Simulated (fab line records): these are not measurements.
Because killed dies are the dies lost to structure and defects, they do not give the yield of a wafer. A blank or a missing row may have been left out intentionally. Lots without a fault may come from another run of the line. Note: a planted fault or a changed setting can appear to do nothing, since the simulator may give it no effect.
A lot that was struck, set against a sound lot + flow gf180mcu + 14 out of 602 route steps
Sound: these wafers, L281.3, L281.4, L281.6. The struck wafers were L297.1, L297.4, L297.6. Last of all comes the cause.
Each step with rows lists, per side, the tool, then ch with its chambers, then its first start. Under that, the readings that differ: sound wafers + struck wafers + difference of the means + sigmas: that difference in standard deviations of wafers without a fault.
alike: a reading whose means differ by less than 2 such deviations, as well as words and numbers matching on both sides. not compared: withheld readings; readings where some wafer has no value; bounds like >300 that might hide an equal value; numbers whose values overlap and for which the record gives no deviation.
The two part at a step that has a row with sigmas, a row that says differs or no value, or rows on one side only. Non-overlapping numbers with no deviation appear without sigmas and do not part them. A reading missing from all wafers of one side parts the sides only when that side holds two or more wafers.

GF_V1_CMP_26: polishes, stops on SiO2, t overpolish 15 s, target thk 0 nm.
  sound on cmp-01 ch 1,3, day 19 19:50; struck on cmp-01 ch 0,2, day 25 04:34
  alike: motor_current_A, overpolish_run_s, time_to_endpoint_s
then, 1 step without rows for these wafers: GF_M2_SPUTTER_00 (material Ti, target thk 37.5 nm, time 150 s).
GF_M2_SPUTTER_01: material TiN, target thk 30 nm, time 25 s.
  sound: pvd_sputter-01 at day 19 20:11; struck: pvd_sputter-03 at day 25 04:55
  alike: throttle_valve_pct
GF_M2_SPUTTER_02: material AlCu, target thk 450 nm, time 23.9 s.
  sound: pvd_sputter-01 at day 19 20:13; struck: pvd_sputter-03 at day 25 04:56
  alike: throttle_valve_pct
GF_M2_SPUTTER_03: material Ti, target thk 10 nm, time 6.7 s.
  sound: pvd_sputter-01 at day 19 20:15; struck: pvd_sputter-03 at day 25 04:58
  alike: throttle_valve_pct
GF_M2_SPUTTER_04: material TiN, target thk 50 nm, time 41.7 s.
  sound: pvd_sputter-01 at day 19 20:16; struck: pvd_sputter-03 at day 25 04:59
  alike: throttle_valve_pct
GF_M2_RS_MEAS_05: measures by four-point-probe.
  sound: film_metro-03 at day 19 20:21; struck: film_metro-02 at day 25 05:02
  alike: M2_ALCU_RS
GF_M2_THK_MEAS_06: measures by xrf.
  sound: film_metro-03 at day 19 20:27; struck: film_metro-02 at day 25 05:09
  alike: M2_ALCU_THK
then, 4 steps without rows for these wafers: GF_M2_DEHYDRATE_07 (time 60 s); GF_M2_HMDS_08 (prime time 60 s); GF_M2_COAT_09 (resist thk 1000 nm); GF_M2_SOFTBAKE_10 (time 60 s).
GF_M2_EXPOSE_11: exposes mask Metal2, target cd 280 nm.
  struck on krf_scanner-01, day 25 16:12; sound on krf_scanner-01 ch 0, day 20 08:16
  no value came back on the struck wafers for exposure_dose_mJ_cm2, focus_offset_nm (nm); on the sound wafers exposure_dose_mJ_cm2 reads 28.01 27.93 27.95
  alike: mask
then, 1 step without rows for these wafers: GF_M2_PEB_12 (peb time 90 s).

WHERE THEY PART
At GF_M2_EXPOSE_11 and nowhere else, as far as this record goes.

WHY: the cause the simulator had injected
At GF_M2_EXPOSE_11, the step was skipped entirely on krf_scanner-01 from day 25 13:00 on. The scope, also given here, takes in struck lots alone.
